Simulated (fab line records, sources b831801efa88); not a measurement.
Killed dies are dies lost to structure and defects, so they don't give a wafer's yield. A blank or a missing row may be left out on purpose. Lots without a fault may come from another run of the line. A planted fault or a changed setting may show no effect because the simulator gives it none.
fab line records | flow gf180mcu
record lots=12 wafers=36 last_day=32
route steps=602 shown HV_LDD@224 SALICIDE@283 V2@384 V3@447
lots that met no fault: from a run of the same line without faults
start_h: hours from the record's first day to the start of the lot's first wafer shown | wait_h: hours since the lot's step before | " the same as in the row above | L1.1+2: a row that stands for several wafers | - no value, or no start given | * or withheld: withheld | < > ~ a bound
route shown NAME@n: a module of which the file shows steps, and the number in the route of the first | usual: mean/standard deviation of fault-free wafers | same: alike in all rows | chamber/n: place in a boat | sites: the reading at each site | _std_site: their standard deviation | _edge_site: outer sites' mean less inner sites' | radius_mm: how far each site lies from the wafer's centre | mask NAME#n: copy n | behind: the tool/chamber that last shaped the wafer | hold: why the lot was held/for how many hours/how that ended | device: the transistor (n, p or np) that didn't switch | end of line: the same wafers' tests at the end of the route | a step without rows: its recipe alone | killed: dies lost to structure and defects at the first sort, not the wafer's yield | map: a wafer's dies, x killed, . not, _ none there
set.NAME: the setting as run; set.NAME@STEP: as run at that earlier step | model.NAME: the simulator's own value behind a step, which no gauge read
steps of the route over a sample of lots; a table a step, a row a wafer
services: from which hour (start_h, from the record's first day; less than 0 if before it) a tool's chamber was out of use, for how many hours, and why
## steps
# step GF_HV_LDD_IMPLANT_48
# recipe species=B energy_kev=25 dose_cm2=3e+13 tilt_deg=7
# usual end_station_pressure_torr=5.12e-06/2.6e-07 faraday_current_uA=169/3.6 implant_ion_amu=11/0
# columns lot.wafer tool chamber start_h wait_h end_station_pressure_torr faraday_current_uA implant_ion_amu
L996.1 implanter-03 0 273.01 0.0 5.17e-06 172 11
L996.3 " 0 " " 4.95e-06 170 11
L996.5 " 0 " " 5.24e-06 169 11
L997.1 implanter-03 0 277.34 0.0 4.96e-06 169 11
L997.2 " 0 " " 5.41e-06 169 11
L997.6 " 0 " " 5.07e-06 166 11
L998.1 implanter-03 0 285.94 0.0 4.96e-06 175 11
L998.3 " 0 " " 5.19e-06 171 11
L998.4 " 0 " " 5.3e-06 166 11
L999.1 implanter-02 0 294.04 0.0 5.15e-06 173 11
L999.3 " 0 " " 5.55e-06 161 11
L999.4 " 0 " " 4.61e-06 169 11
L100.3 implanter-03 0 301.51 0.1 5.13e-06 176 11
L100.5 " 0 " " 4.77e-06 171 11
L100.6 " 0 " " 4.98e-06 167 11
L101.2 implanter-02 0 308.52 0.0 5.11e-06 168 11
L101.3 " 0 " " 5.19e-06 167 11
L101.4 " 0 " " 5.33e-06 174 11
L102.2 implanter-02 0 317.82 0.0 5.32e-06 179 11
L102.4 " 0 " " 5.26e-06 177 11
L102.6 " 0 " " 5.07e-06 166 11
L103.2 implanter-03 0 330.09 0.0 5.47e-06 173 11
L103.4 " 0 " " 5.77e-06 173 11
L103.5 " 0 " " 5.15e-06 168 11
L106.1 implanter-03 0 360.78 0.0 4.31e-06 166 49
L106.3 " 0 " " 4.6e-06 164 49
L106.5 " 0 " " 5.64e-06 169 49
L107.2 implanter-03 0 371.24 0.0 5.24e-06 164 49
L107.3 " 0 " " 5.06e-06 168 49
L107.4 " 0 " " 5.1e-06 169 49
L108.2 implanter-04 0 375.84 0.0 5.14e-06 165 49
L108.4 " 0 " " 5.15e-06 172 49
L108.5 " 0 " " 5.23e-06 170 49
L109.2 implanter-04 0 381.27 0.0 4.83e-06 171 49
L109.4 " 0 " " 5.55e-06 170 49
L109.5 " 0 " " 5.34e-06 168 49
# step GF_HV_LDD_TW_MEAS_50
# usual HV_LDD_4_TW=574.3/2.3
# columns lot.wafer tool chamber start_h wait_h HV_LDD_4_TW
L996.1 film_metro-04 - 273.26 0.1 575.2
L996.3 " - " " 572.9
L996.5 " - " " 574.6
L997.1 film_metro-04 - 277.59 0.1 571.8
L997.2 " - " " 574.5
L997.6 " - " " 574.5
L998.1 film_metro-04 - 286.19 0.1 571.7
L998.3 " - " " 572.2
L998.4 " - " " 574.9
L999.1 film_metro-03 - 294.29 0.1 571.7
L999.3 " - " " 572.8
L999.4 " - " " 573.5
L100.3 film_metro-01 - 301.73 0.1 572.2
L100.5 " - " " 576.8
L100.6 " - " " 572.3
L101.2 film_metro-03 - 308.75 0.1 574.3
L101.3 " - " " 570.3
L101.4 " - " " 572.0
L102.2 film_metro-03 - 318.05 0.1 572.8
L102.4 " - " " 576.1
L102.6 " - " " 573.9
L103.2 film_metro-01 - 330.32 0.1 576.1
L103.4 " - " " 573.5
L103.5 " - " " 575.6
L106.1 film_metro-03 - 361.03 0.1 912.4
L106.3 " - " " 915.0
L106.5 " - " " 911.2
L107.2 film_metro-04 - 371.47 0.1 899.3
L107.3 " - " " 906.6
L107.4 " - " " 899.8
L108.2 film_metro-04 - 376.07 0.1 898.1
L108.4 " - " " 901.1
L108.5 " - " " 906.8
L109.2 film_metro-01 - 381.50 0.1 903.4
L109.4 " - " " 900.9
L109.5 " - " " 906.4
# step GF_SALICIDE_THK_MEAS_05
# recipe thk_meas_gauge=xrf reads=TiN_of_SALICIDE_SPUTTER_03
# usual SALICIDE_TIN_THK=19.93/0.25
# columns lot.wafer tool chamber start_h wait_h SALICIDE_TIN_THK[nm]
L996.1 film_metro-01 - 338.98 0.1 20.18
L996.3 " - " " 19.96
L996.5 " - " " 20.01
L997.1 film_metro-04 - 342.87 0.1 19.61
L997.2 " - " " 19.77
L997.6 " - " " 19.20
L998.1 film_metro-01 - 352.78 0.1 20.10
L998.3 " - " " 19.64
L998.4 " - " " 19.96
L999.1 film_metro-01 - 362.25 0.1 19.89
L999.3 " - " " 19.74
L999.4 " - " " 19.82
L100.3 film_metro-02 - 369.93 0.1 20.23
L100.5 " - " " 20.09
L100.6 " - " " 20.18
L101.2 film_metro-01 - 377.22 0.1 19.84
L101.3 " - " " 20.00
L101.4 " - " " 19.48
L102.2 film_metro-02 - 387.48 0.1 19.90
L102.4 " - " " 19.86
L102.6 " - " " 19.86
L103.2 film_metro-02 - 400.63 0.1 19.83
L103.4 " - " " 20.20
L103.5 " - " " 20.05
L106.1 film_metro-02 - 433.64 0.1 19.88
L106.3 " - " " 19.75
L106.5 " - " " 19.82
L107.2 film_metro-01 - 445.29 0.1 19.49
L107.3 " - " " 19.79
L107.4 " - " " 19.73
L108.2 film_metro-04 - 450.69 0.1 19.77
L108.4 " - " " 20.08
L108.5 " - " " 19.98
L109.2 film_metro-01 - 456.18 0.1 20.24
L109.4 " - " " 20.03
L109.5 " - " " 19.87
# step GF_V2_CVD_02
# recipe material=SiO2 target_thk_nm=850 precursor=TEOS temp_c=400 time_s=94.851 rf_w=600
# usual heater_power_w=650/110
# columns lot.wafer tool chamber start_h wait_h heater_power_w
L996.1 pecvd-04 0 437.45 0.1 780
L996.3 " 1 " " 527
L996.5 " 0 " " 805
L997.1 pecvd-04 0 440.94 0.1 751
L997.2 " 2 " " 521
L997.6 " 0 " " 761
L998.1 pecvd-01 2 452.31 0.1 654
L998.3 " 0 " " 668
L998.4 " 1 " " 529
L999.1 pecvd-01 2 462.44 0.1 633
L999.3 " 1 " " 592
L999.4 " 1 " " 445
L100.3 pecvd-03 2 470.24 0.0 559
L100.5 " 0 " " 835
L100.6 " 2 " " 602
L101.2 pecvd-01 0 478.19 0.0 718
L101.3 " 2 " " 612
L101.4 " 2 " " 688
L102.2 pecvd-04 2 489.16 0.0 605
L102.4 " 0 " " 754
L102.6 " 2 " " 494
L103.2 pecvd-01 0 503.89 0.0 639
L103.4 " 0 " " 663
L103.5 " 1 " " 464
L106.1 pecvd-03 2 535.89 0.1 552
L106.3 " 0 " " 840
L106.5 " 2 " " 588
L107.2 pecvd-04 0 545.02 0.0 672
L107.3 " 1 " " 600
L107.4 " 1 " " 614
L108.2 pecvd-04 1 550.33 0.0 602
L108.4 " 0 " " 804
L108.5 " 2 " " 484
L109.2 pecvd-03 1 556.46 0.0 802
L109.4 " 1 " " 656
L109.5 " 0 " " 842
# step GF_V3_STRIP_18
# recipe chemistry=O2/N2 power_w=1400 pressure_mtorr=1500 platen_temp_c=250 o2_flow_sccm=3000 n2_flow_sccm=300 overash_fraction=0.5
# usual drypump_motor_current_A=5.6/0.58 heater_power_w=331/26 o2_flow_sccm=3002/8.9 oes_product_au=0.592/0.0048
# columns lot.wafer tool chamber start_h wait_h drypump_motor_current_A heater_power_w o2_flow_sccm oes_product_au rf_hours_counter_h
L996.1 plasma_asher-04 1 512.32 - 6.1 336 3014 0.592 80
L996.3 " 1 " " 6.1 337 3008 0.591 -
L996.5 " 0 " " 5.3 310 3005 0.594 -
L997.1 plasma_asher-04 1 515.87 - 6.1 346 3008 0.592 80
L997.2 " 0 " " 5.3 319 2993 0.590 80
L997.6 " 0 " " 5.3 321 3016 0.597 -
L998.1 plasma_asher-03 0 526.86 - 5.5 277 2993 0.590 11
L998.3 " 1 " " 6.4 344 2988 0.592 -
L998.4 " 0 " " 5.5 281 2999 0.594 -
L999.1 plasma_asher-01 0 536.58 - 4.7 366 3021 0.599 73
L999.3 " 1 " " 6.0 331 3004 0.592 -
L999.4 " 0 " " 4.7 373 3008 0.594 -
L100.3 plasma_asher-01 1 544.29 - 6.0 325 3004 0.599 -
L100.5 " 1 " " 6.0 322 3010 0.594 -
L100.6 " 0 " " 4.7 360 3000 0.605 -
L101.2 plasma_asher-03 1 551.67 - 6.4 321 2992 0.591 13
L101.3 " 0 " " 5.5 282 2996 0.589 -
L101.4 " 1 " " 6.4 332 3008 0.596 -
L102.2 plasma_asher-01 1 562.61 - 6.0 325 2977 0.601 76
L102.4 " 1 " " 6.0 316 2994 0.589 -
L102.6 " 1 " " 6.0 329 2981 0.600 -
L103.2 plasma_asher-04 1 575.40 - 6.1 334 3002 0.591 87
L103.4 " 0 " " 5.3 320 3012 0.587 -
L103.5 " 1 " " 6.1 336 2997 0.595 -
L106.1 plasma_asher-01 0 605.36 - 4.7 373 2997 0.588 81
L106.3 " 1 " " 6.0 322 2995 0.596 -
L106.5 " 0 " " 4.7 366 3006 0.601 -
L107.2 plasma_asher-04 0 613.18 - 5.3 313 2991 0.594 91
L107.3 " 0 " " 5.3 318 2994 0.592 -
L107.4 " 1 " " 6.1 328 3013 0.594 -
L108.2 plasma_asher-01 0 618.33 - 4.7 369 3020 0.589 82
L108.4 " 1 " " 6.0 323 3008 0.599 -
L108.5 " 0 " " 4.7 357 3019 0.589 -
L109.2 plasma_asher-01 0 623.93 - 4.7 361 2980 0.594 83
L109.4 " 1 " " 6.0 315 3000 0.589 -
L109.5 " 1 " " 6.0 322 2997 0.592 -
## services
# columns tool chamber start_h hours kind
plasma_asher-01 - 250.72 3.2 repair
pecvd-01 - 255.88 5.5 pm
plasma_asher-04 - 301.47 2.8 pm
pecvd-01 - 305.72 2.9 repair
pecvd-01 - 309.10 0.7 repair
pecvd-04 - 317.62 28.1 pm
implanter-03 - 320.30 3.2 repair
plasma_asher-01 - 325.77 2.8 pm
pecvd-01 - 336.61 1.7 repair
implanter-03 - 339.59 1.1 repair
pecvd-04 - 345.72 6.0 pm
pecvd-01 - 366.03 1.8 repair
pecvd-04 - 368.88 14.0 pm
pecvd-01 - 394.09 1.0 repair
implanter-03 - 408.41 2.3 repair
pecvd-04 1 455.34 6.1 repair
plasma_asher-01 - 465.10 15.9 pm
pecvd-04 - 466.66 0.9 repair
pecvd-01 - 478.58 0.8 repair
implanter-03 - 506.05 4.5 pm
pecvd-01 0 512.92 2.8 repair
pecvd-01 2 513.68 9.0 repair
pecvd-01 0 522.43 13.8 repair
pecvd-04 - 539.77 1.2 repair
## key
first_sign step=GF_HV_LDD_IMPLANT_48 reading=implant_ion_amu direction=up sigmas=99+ usual=11 struck=49
effect step=GF_HV_LDD_TW_MEAS_50 reading=HV_LDD_4_TW direction=up sigmas=99+ usual=574.3 struck=905.1
met_at GF_HV_LDD_IMPLANT_48
struck_lots L106,L107,L108,L109
tester_left_out L106,L107,L108,L109
not_acting_at GF_SALICIDE_THK_MEAS_05,GF_V2_CVD_02,GF_V3_STRIP_18
onset_between 330.09 360.78
fault kind=wrong_recipe_download tool=implanter-02,implanter-03,implanter-04 chamber=- onset_h=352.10 steps=GF_HV_LDD_IMPLANT_48 wrong_recipe.not_listed=1
# tester_left_out: of these lots the tester's yield and bins aren't shown, on N5 and GAA mostly nor the transistor test; their killed dies are dies lost to structure and defects alone, not to doping, threshold or leakage, so they don't give the yield
